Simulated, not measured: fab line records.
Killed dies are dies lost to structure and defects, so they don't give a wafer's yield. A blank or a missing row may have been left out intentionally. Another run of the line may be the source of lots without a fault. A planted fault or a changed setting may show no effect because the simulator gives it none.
A struck lot beside a sound one + flow sky130 + 29 steps out of a route of 708
Sound: the wafers L418.1, L418.2, L418.3. Wafers L421.2, L421.3, L421.4 were the ones struck. At the end, the cause is stated.
Order at every step that has rows: each side's tool, ch and its chambers, its first start. Under that, the readings that differ: sound wafers + struck wafers + difference of the means + sigmas: that difference in standard deviations of wafers without a fault.
alike: words and numbers the same on both sides, and readings whose means are apart by under 2 such deviations; not compared: readings that were withheld, readings missing a value for some wafer, numbers with overlapping values and no deviation given by the record, and bounds like >300 which may hide the same value.
A row with sigmas, a row that says differs or no value, or rows on one side alone: a step with any of these is where the two part. Numbers that don't overlap but have no deviation are shown without sigmas and don't part them. Lack of a reading on every wafer of one side parts them only where that side has two or more wafers.

first, 2 steps without rows for these wafers: SKY_METAL3_PEB_11; SKY_METAL3_DEVELOP_12 (develop time 60 s).
SKY_METAL3_CD_MEAS_13 targets a cd of 300 nm.
  sound on cd-sem-02, day 39 21:29; struck on cd-sem-02, day 40 14:54
  alike: cd-nm
SKY_METAL3_OVL_MEAS_14:
  sound on overlay-01, day 39 21:36; struck on overlay-01, day 40 15:00
  alike: METAL3_OVL
then, 1 step without rows for these wafers: SKY_METAL3_DESCUM_15 (chemistry O2, time 8 s).
SKY_METAL3_ETCH_16: etches BARC in N2/H2, stops on SiO2, time 88.2 s, target depth 60 nm.
  sound on rie-metal-03 ch 0,1, day 39 21:40; struck on rie-metal-02 ch 0,1, day 40 15:04
  alike: drypump-motor-current-A, oes-product-au, throttle-valve-pct
  not compared: rf-hours-counter-h
then, 1 step without rows for these wafers: SKY_METAL3_ETCH_17 (etches SiO2 in C4F8/O2/Ar, stops on TiN, time 3.9 s, target depth 15 nm).
SKY_METAL3_METAL_ETCH_18: etches the open film in Cl2/BCl3, stops on SiO2, target depth 845 nm, time 183.1 s.
  sound on rie-metal-02 ch 0,1, day 39 21:47; struck on rie-metal-03 ch 0,1, day 40 15:11
  alike: drypump-motor-current-A, oes-product-au, throttle-valve-pct
  not compared: rf-hours-counter-h
SKY_METAL3_STRIP_19: strips in O2/N2.
  sound on plasma-asher-04 ch 0,1, day 39 21:58; struck on plasma-asher-03 ch 0,1, day 40 15:22
  alike: drypump-motor-current-A, oes-product-au, strip-time-to-endpoint-s
  not compared: rf-hours-counter-h
then, 3 steps without rows for these wafers: SKY_METAL3_STRIP_20 (strips in post etch residue remover, time 1200 s); SKY_METAL3_CLEAN_21 (cleans in IPA, time 180 s); SKY_METAL3_CLEAN_22 (cleans in O3/DIW).
SKY_VIA3_HDPCVD_00: deposits SiO2, target thk 1635 nm, time 272.5 s.
  sound on hdpcvd-01 ch 0,1,2, day 39 22:40; struck on hdpcvd-02 ch 1,2, day 40 16:23
  no value came back on the struck wafers for pressure-mtorr (mTorr), run-length-s (s); on the sound wafers pressure-mtorr (mTorr) reads 6.008 6.001 5.997
SKY_VIA3_CMP_02: polishes SiO2.
  sound on cmp-01 ch 0,1,2, day 39 22:54; struck on cmp-02 ch 0,1,3, day 40 16:40
  alike: motor-current-A, platen-rpm
SKY_VIA3_BOW_MEAS_03:
  sound on film-metro-04, day 39 23:12; struck on film-metro-04, day 40 16:56
| reading       | sound    | struck    | difference | sigmas |
|---------------|----------|-----------|------------|--------|
| VIA3_BOW (um) | 71 75 78 | 102 92 86 | +19        | +2     |
then, 8 steps without rows for these wafers: SKY_VIA3_DEHYDRATE_04 (time 60 s); SKY_VIA3_HMDS_05 (prime time 60 s); SKY_VIA3_COAT_06 (resist thk 60 nm); SKY_VIA3_COAT_07 (resist thk 450 nm); SKY_VIA3_SOFTBAKE_08 (time 90 s); SKY_VIA3_EXPOSE_09 (exposes mask VIM3, target cd 200 nm); SKY_VIA3_PEB_10; SKY_VIA3_DEVELOP_11 (develop time 60 s).
SKY_VIA3_CD_MEAS_12 targets a cd of 200 nm.
  sound on cd-sem-02, day 40 23:17; struck on cd-sem-02, day 41 16:47
  alike: cd-nm
SKY_VIA3_OVL_MEAS_13:
  sound on overlay-01, day 40 23:24; struck on overlay-02, day 41 16:53
  alike: VIA3_OVL
then, 1 step without rows for these wafers: SKY_VIA3_ETCH_14 (etches BARC in N2/H2, stops on SiO2, time 45.9 s, target depth 60 nm).
SKY_VIA3_ETCH_15: etches SiO2 in C4F8/O2/Ar, stops on TiN, target depth 507 nm, time 78 s.
  sound on rie-diel-02 ch 0,1,3, day 40 23:29; struck on rie-diel-01 ch 0,1,3, day 41 16:58
| reading                  | sound             | struck            | difference | sigmas      |
|--------------------------|-------------------|-------------------|------------|-------------|
| oes-product-au (a.u.)    | 0.940 0.948 0.944 | 0.379 0.372 0.374 | -0.569     | -99 or more |
| model.etch.depth-nm (nm) | 464.8 465 465.3   | 0 0 0             | -465       |             |
  not compared: rf-hours-counter-h
SKY_VIA3_STRIP_16: strips in O2/N2.
  sound on plasma-asher-04 ch 0,1, day 40 23:32; struck on plasma-asher-03 ch 0,1, day 41 17:02
  alike: drypump-motor-current-A, oes-product-au, strip-time-to-endpoint-s
  not compared: rf-hours-counter-h
-- the record jumps here: 6 days lie between the struck wafers' starts before and after (it left off in module VIA3 and takes up again in module PAD_OPEN, whose first step shown is number 708 of the route) --
SKY_PAD_OPEN_PROBE_99:
  sound on prober-02, day 47 04:26; struck on prober-02, day 47 11:51
| reading                  | sound          | struck         | difference | sigmas |
|--------------------------|----------------|----------------|------------|--------|
| defect-limited-yield (%) | 84.1 82.5 84.6 | 0 0 0          | -84        | -47    |
| killed_at_M0_to_M3       | 36 48 47       | 481 480 482    | +437       | +61    |
| killed-at-contacts       | 21 24 14       | 4 7 6          | -14        | -3     |
| killed-at-front-end      | 19 8 13        | 6 5 3          | -9         | -2     |
| killed-dies              | 78 86 76       | 492 492 492    | +412       | +46    |
| killed-on-rim            | 10 16 19       | 96 96 96       | +81        | +25    |
| killed-open              | 35 42 38       | 9 10 7         | -30        | -4     |
| killed-short             | 43 44 38       | 7 6 10         | -34        | -6     |
| sort_bin_3_pad_short (%) | 1.4 1.4 0      | 24.6 26.2 24.8 | +24.3      | +59    |
| sort_bin_5_function (%)  | 9.8 10.4 10.2  | 72.6 70.9 71.7 | +61.6      | +47    |
| sort-n-pass              | 414 406 416    | 0 0 0          | -412       | -46    |
| sort-yield-pct (%)       | 84.1 82.5 84.6 | 0 0 0          | -84        | -47    |
  alike: killed_at_M4_up, killed-at-other, sort_bin_6_memory

## WHERE THEY PART
Earliest at SKY_VIA3_HDPCVD_00; latest, in this record, at SKY_PAD_OPEN_PROBE_99.

WHY: the cause the simulator had injected
Entire step skipped (hdpcvd-02, SKY_VIA3_HDPCVD_00), from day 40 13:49 onward. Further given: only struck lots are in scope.
